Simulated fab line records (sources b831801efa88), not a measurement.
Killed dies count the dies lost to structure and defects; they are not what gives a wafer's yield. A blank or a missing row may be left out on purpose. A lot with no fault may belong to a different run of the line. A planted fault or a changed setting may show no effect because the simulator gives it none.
A single fault, viewed from 2 desks ; flow gf180mcu ; each desk holds nothing but its own numbers, with what lay behind them at the end

DESK OF THE TOOL OWNER: iline_stepper-02
The tool's own readings at GF_HV_LDD_EXPOSE_04 (exposes mask Nplus LV AREA, target cd 400 nm): means of the sampled wafers that have a number, for each lot that ran on this tool. Any lot whose mean is over 4 standard deviations away from the usual mean is out of limits and marked OUT; that distance is given in the brackets.
Columns: A = exposure_dose_mJ_cm2 at GF_HV_LDD_EXPOSE_04, usual 139.93; B = focus_offset_nm at GF_HV_LDD_EXPOSE_04, usual 0.1 nm
lot;first seen here;A;B
L830;day 10 21:47;139.89;-0.2
L835;day 12 12:53;139.95;0.2
L838;day 13 08:02;139.97;0.1
L844;day 14 20:22;152.29 (+82) OUT;0.1
L845;day 15 04:54;152.10 (+81) OUT;0.0
L847;day 15 19:57;147.79 (+52) OUT;-0.1
This desk finds L844, L845, L847 out of limits, L844 being first, at day 14 20:22 (exposure_dose_mJ_cm2 at GF_HV_LDD_EXPOSE_04). L830, L835, L838 stayed within limits.

FROM THE METROLOGY DESK
Lot by lot, what the gauges showed, no matter which tool ran the lot: averages of those sampled wafers that carry a number. Any lot whose mean is over 4 standard deviations away from the usual mean is out of limits and marked OUT; that distance is given in the brackets.
Columns: A = VT_IMPLANT_02_OVL at GF_VT_IMPLANT_OVL_MEAS_29, usual -0.8 nm; B = cd_nm at GF_HV_LDD_CD_MEAS_07, usual 400.6 nm; C = cd_nm at GF_HV_LDD_CD_MEAS_19, usual 399.4 nm; D = HV_LDD_2_TW at GF_HV_LDD_TW_MEAS_23, usual 1046
lot;first seen here;A;B;C;D
L830;day 7 20:28;-0.0;401.5;397.6;1034
L831;day 8 06:37;-0.9;404.5;397.3;1038
L833;day 8 17:53;-1.4;398.0;400.7;1042
L835;day 9 06:07;-2.5;401.6;399.2;1060
L837;day 9 15:19;-2.1;401.0;401.5;1045
L838;day 10 00:13;0.1;400.6;404.0;1043
L839;day 10 03:16;-0.6;402.9;402.2;1044
L842;day 10 23:31;-1.4;400.7;395.0;1065
L844;day 11 13:16;0.2;424.0 (+9.7) OUT;398.5;1043
L845;day 11 15:43;0.4;425.9 (+11) OUT;398.2;1068
L847;day 12 04:40;-1.9;415.2 (+6.1) OUT;399.8;1064
L848;day 12 10:56;-1.1;399.7;398.0;1033
L849;day 12 15:05;0.8;396.5;398.8;1065
L851;day 13 02:14;-0.3;399.7;399.5;1049
This desk finds L844, L845, L847 out of limits, L844 being first, at day 15 07:40 (cd_nm at GF_HV_LDD_CD_MEAS_07). L830, L831, L833, L835, L837, L838, L839, L842, L848, L849, L851 stayed within limits.

TAKEN TOGETHER
On L844, L845, L847, at day 14 20:22, an alarm was possible from the tool owner's desk.
On L844, L845, L847, the metrology desk was in a position to raise an alarm at day 15 07:40.
Of the lots named, all ran GF_HV_LDD_EXPOSE_04 on iline_stepper-02.

WHAT THE SIMULATOR PUT IN
Drift in process parameters on iline_stepper-02 at GF_HV_LDD_EXPOSE_04, starting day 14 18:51. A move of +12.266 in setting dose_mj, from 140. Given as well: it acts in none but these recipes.
Shown lots that were struck: L844, L845, L847.
Time in hours from fault onset to the first out-of-limits reading at each desk: tool owner's desk 2, metrology desk 13.
